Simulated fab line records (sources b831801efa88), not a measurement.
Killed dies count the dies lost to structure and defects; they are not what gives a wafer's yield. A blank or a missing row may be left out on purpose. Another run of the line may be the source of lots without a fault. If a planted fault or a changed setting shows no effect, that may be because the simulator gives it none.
Chamber matching ; flow gf180mcu ; 4 sister chambers for GF_V1_CMP_04 on cmp-02
The step polishes SiO2. 4 wafers are shown with their chamber, then 7 later ones without.

## WAFERS, EACH WITH ITS CHAMBER
wafer;chamber;time to endpoint s (s)
L179.5;3;80
L179.6;2;83
L182.4;0;89
L182.5;1;83

## WAFERS WHOSE CHAMBER IS MISSING
wafer;time to endpoint s (s)
L182.6;77
L184.1;79
L184.2;76
L184.6;83
L185.2;76
L185.3;81
L185.4;84

## EACH ONE'S CHAMBER
wafer;from the rows above;in truth
L182.6;can't be placed: 3 or 1 or 2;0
L184.1;can't be placed: 3 or 1 or 2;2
L184.2;can't be placed: 3 or 1 or 2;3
L184.6;can't be placed: 1 or 2 or 3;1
L185.2;can't be placed: 3 or 1 or 2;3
L185.3;can't be placed: 3 or 1 or 2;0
L185.4;can't be placed: 1 or 2 or 3 or 0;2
Correct placement for 0 of the 7. From these rows, 7 cannot be placed; in 5 the true chamber is one of the candidates. Placed wrongly: 0.
How it was worked out, from the rows above alone: a wafer's distance from a chamber is the root of the sum, over the readings, of the square of ((its reading less the chamber's mean) divided by the reading's scatter). If the next closest chamber is less than 2 further off than the closest, the wafer can't be placed; otherwise it belongs to the closest. For every chamber, the mean is computed from those of its wafers that are shown. The scatter: root of mean squared gap, hidden wafer to nearest shown wafer, with one shown wafer a chamber.
